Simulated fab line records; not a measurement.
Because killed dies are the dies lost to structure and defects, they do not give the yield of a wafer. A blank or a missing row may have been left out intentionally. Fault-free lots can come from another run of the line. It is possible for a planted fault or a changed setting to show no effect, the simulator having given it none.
Which tool did it? | flow sfqLine | 10 lots, 30 wafers sampled, at 2 steps of a route of 325

== WHAT THE GAUGES READ, wafer by wafer ==
SFQ_I1_OVL_MEAS_913.
lot  | measured     | on         | I1_OVL (nm)
L585 | day 23 11:31 | overlay-02 | 9 9 1
L586 | day 23 12:44 | overlay-02 | 6 4 11
L587 | day 23 15:08 | overlay-01 | 6 1 12
L588 | day 24 04:45 | overlay-01 | -2 -3 2
L595 | day 27 16:08 | overlay-02 | 12 15 10
L599 | day 29 01:13 | overlay-02 | 1 4 1
L604 | day 29 10:15 | overlay-01 | 7 9 8
L606 | day 29 13:51 | overlay-01 | 5 1 9
L607 | day 36 00:47 | overlay-02 | 0 -1 -4
L608 | day 36 07:58 | overlay-01 | -8 -7 0

== EACH LOT AND THE TOOL THAT RAN IT (in order: tool; ch and the chambers of the sampled wafers; start) ==
lot  | SFQ_TRILAYER_M1_DEP_SPUTTER_037
L585 | pvdSputter-05, day 16 02:15
L586 | pvdSputter-05, day 16 10:39
L587 | pvdSputter-05, day 16 21:27
L588 | pvdSputter-06, day 17 11:59
L595 | pvdSputter-03, day 20 23:50
L599 | pvdSputter-06, day 22 10:04
L604 | pvdSputter-05, day 22 15:53
L606 | pvdSputter-05, day 22 18:17
L607 | pvdSputter-03, day 22 19:40
L608 | pvdSputter-06, day 22 20:41
- SFQ_TRILAYER_M1_DEP_SPUTTER_037: material Nb, target thk 200 nm, time 133.3 s.

== WHAT THE TOOLS THEMSELVES READ (means of the sampled wafers that have a number; where no wafer has one, the mark that the record gives instead) ==
SFQ_TRILAYER_M1_DEP_SPUTTER_037.
lot  | tool          | substrateTempC (C) | throttleValvePct (%)
L585 | pvdSputter-05 | 20.04              | 29.8
L586 | pvdSputter-05 | 20.21              | 29.8
L587 | pvdSputter-05 | 20.05              | 30.6
L588 | pvdSputter-06 | 19.95              | 28.6
L595 | pvdSputter-03 | 19.88              | 29.9
L599 | pvdSputter-06 | 19.90              | 29.2
L604 | pvdSputter-05 | 20.01              | 30.0
L606 | pvdSputter-05 | 19.93              | 29.8
L607 | pvdSputter-03 | 20.16              | 30.7
L608 | pvdSputter-06 | 20.07              | 29.5

== THE ANSWER, worked out from the rows above alone ==
Rule: what is usual is taken from the lots themselves. Put in order of their means at a reading, lots are off if they are a third of the lots or fewer, leave a main group of 4 or more, and stand apart from it by a gap of 3 or more times the standard deviation of the main group's means; of several such gaps the widest counts. A main group is skipped when, at the precision printed for the reading in the tables above, its means are all equal. A lot without any number at a reading at which 4 lots or more have one is off too. The other lots that the step has rows for count as sound. The gauges are gone through in route order, then the tools' own readings, and for those a lot's mean is taken as printed above. The first step at which some lot is off is used, and at that step the reading that is off furthest; a lot without a number counts as furthest.
Across all readings shown, no lot is off: no conclusion can be drawn from this.

== WHAT THE SIMULATOR HAD INSERTED ==
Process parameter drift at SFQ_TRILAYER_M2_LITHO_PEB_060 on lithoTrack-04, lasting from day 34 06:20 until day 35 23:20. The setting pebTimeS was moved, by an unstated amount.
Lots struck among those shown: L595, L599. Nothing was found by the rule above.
